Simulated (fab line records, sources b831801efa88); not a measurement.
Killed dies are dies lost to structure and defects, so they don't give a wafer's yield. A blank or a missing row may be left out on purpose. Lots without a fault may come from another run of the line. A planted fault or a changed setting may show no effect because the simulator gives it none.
Which tool did it? | flow gf180mcu | 6 lots, 18 wafers sampled, at 5 steps of a route of 602

WHAT THE GAUGES READ, wafer by wafer
GF_V1_THK_MEAS_25: measures by xrf.
lot  | measured     | on            | V1_W_THK (nm)
L364 | day 18 10:13 | film_metro-03 | 373 372 357
L366 | day 19 06:36 | film_metro-02 | 356 366 373
L370 | day 20 23:59 | film_metro-03 | 355 355 370
L375 | day 22 21:42 | film_metro-02 | 355 357 372
L377 | day 23 12:35 | film_metro-03 | 364 360 355
L384 | day 25 18:29 | film_metro-03 | 362 364 376

WHICH TOOL RAN EACH LOT (tool, then ch and the chambers of the sampled wafers, then the start)
lot  | GF_NWELL_COAT_02                 | GF_NWELL_STRIP_10                   | GF_M1_SPUTTER_04             | GF_V1_CMP_04
L364 | litho_track-04 ch 0, day 3 05:50 | plasma_asher-01 ch 0,1, day 3 13:11 | pvd_sputter-01, day 16 09:05 | cmp-01 ch 0,2,3, day 17 09:08
L366 | litho_track-04 ch 0, day 3 17:22 | plasma_asher-03 ch 0,1, day 4 00:46 | pvd_sputter-03, day 17 05:17 | cmp-02 ch 0,2,3, day 18 05:29
L370 | litho_track-01 ch 0, day 4 14:41 | plasma_asher-03 ch 0,1, day 4 22:43 | pvd_sputter-03, day 18 21:11 | cmp-01 ch 1,2,3, day 19 23:00
L375 | litho_track-03 ch 0, day 5 16:45 | plasma_asher-03 ch 0,1, day 6 00:29 | pvd_sputter-02, day 20 19:11 | cmp-01 ch 0,2,3, day 21 20:59
L377 | litho_track-03 ch 0, day 6 05:00 | plasma_asher-01 ch 0,1, day 6 13:16 | pvd_sputter-03, day 21 11:36 | cmp-02 ch 0,1,3, day 22 12:20
L384 | litho_track-04 ch 0, day 7 18:50 | plasma_asher-01 ch 0,1, day 8 03:05 | pvd_sputter-01, day 23 20:27 | cmp-01 ch 0,1, day 24 19:55
- GF_NWELL_COAT_02: resist thk 3000 nm.
- GF_NWELL_STRIP_10: strips in O2/N2.
- GF_M1_SPUTTER_04: material TiN, target thk 50 nm, time 41.7 s.
- GF_V1_CMP_04: polishes SiO2.

THE ANSWER, worked out from the rows above alone
Rule: what is usual is taken from the lots themselves. Put in order of their means at a reading, lots are off if they are a third of the lots or fewer, leave a main group of 4 or more, and stand apart from it by a gap of 3 or more times the standard deviation of the main group's means; of several such gaps the widest counts. A main group whose means are all the same, to the digits that the tables above print for the reading, isn't used. A lot without any number at a reading at which 4 lots or more have one is off too. The other lots that the step has rows for count as sound.
No lot is off at any reading shown: from this, nothing can be told.

WHAT THE SIMULATOR HAD PUT IN
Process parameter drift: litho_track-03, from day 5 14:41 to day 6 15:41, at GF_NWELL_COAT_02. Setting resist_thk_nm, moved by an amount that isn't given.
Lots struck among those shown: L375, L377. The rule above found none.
